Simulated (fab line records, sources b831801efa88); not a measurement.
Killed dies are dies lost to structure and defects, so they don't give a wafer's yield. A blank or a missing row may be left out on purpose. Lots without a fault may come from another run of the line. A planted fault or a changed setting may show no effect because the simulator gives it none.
Problem report in the 8D (eight disciplines) form, filled by code | flow sky130 | the parts of the form that need people (team, actions taken, sign-off) are left out

1. THE PROBLEM
chamber_pressure_mTorr at SKY_CAP2M_METAL_ETCH_13 reads a mean of 12.002 mTorr on 6 wafers of 2 lots; wafers without a fault read 10.000 mTorr with a standard deviation of 0.0091. That is +99 or more standard deviations from the usual mean.
The step: etches TiN in Cl2/BCl3, stops on SiO2, target depth 220 nm, time 62.9 s.
First seen on wafer L222.1, day 44 11:07, on rie_metal-01. The record holds 36 wafers of 12 lots with a number at this step. Rule for "out", or "out of limits": more than 4 standard deviations from the usual mean. The other wafers with a number count as sound.

2. WHAT IT IS AND WHAT IT IS NOT
question                    | is                     | is not
which readings at this step | chamber_pressure_mTorr | drypump_motor_current_A, oes_product_au, throttle_valve_pct
which lots                  | L222, L223             | L209, L212, L213, L214, L216, L218, L219, L221, L224, L231
which wafers of those lots  | all that have a number | -
read on which tools         | rie_metal-01           | rie_metal-02, rie_metal-03
when                        | from day 44 11:07      | up to then (24 sound wafers); but 6 sound wafers of L224, L231 came after

3. SUSPECTS, AND WHAT RULES EACH OUT
Counting: a tool at a process step up to the reading stays a suspect if it ran every lot that is out and no sound lot after the first of them.
- rie_metal-01 at SKY_CAP2M_METAL_ETCH_13 (etches TiN in Cl2/BCl3, stops on SiO2, target depth 220 nm, time 62.9 s): kept. It ran every lot that is out, first L222 (day 44 11:07), and no sound lot after that; its last sound lot up to then is L221 (day 44 06:28). Its own readings are out on those wafers: chamber_pressure_mTorr.
Left after counting: rie_metal-01 at SKY_CAP2M_METAL_ETCH_13.

4. THE CAUSE (what the simulator had put in)
Process parameter drift: rie_metal-01, from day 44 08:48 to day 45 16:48, at SKY_CAP2M_METAL_ETCH_13. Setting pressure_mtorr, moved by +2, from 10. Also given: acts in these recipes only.
Counting left only this tool.

5. THE CHAIN OF EFFECTS, in route order
Each row: a reading whose mean over the struck wafers that have a number lies more than 3 standard deviations from the usual. Only readings for which the record gives a usual standard deviation are gone through. hours: the time from each lot's start at the first step in this table that gives one to its start at this step, as a median over the lots. sigmas: the change in usual standard deviations.
hours | step                    | reading                | usual        | on struck wafers | change | sigmas
0     | SKY_CAP2M_METAL_ETCH_13 | chamber_pressure_mTorr | 10.000 mTorr | 12.002           | +2.002 | +99 or more
The process steps in it:
- SKY_CAP2M_METAL_ETCH_13: etches TiN in Cl2/BCl3, stops on SiO2, target depth 220 nm, time 62.9 s.

6. WHAT WOULD HAVE CAUGHT IT SOONER
In this record the first reading out of limits was taken at day 44 11:07, 2 hours after the fault began at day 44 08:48.
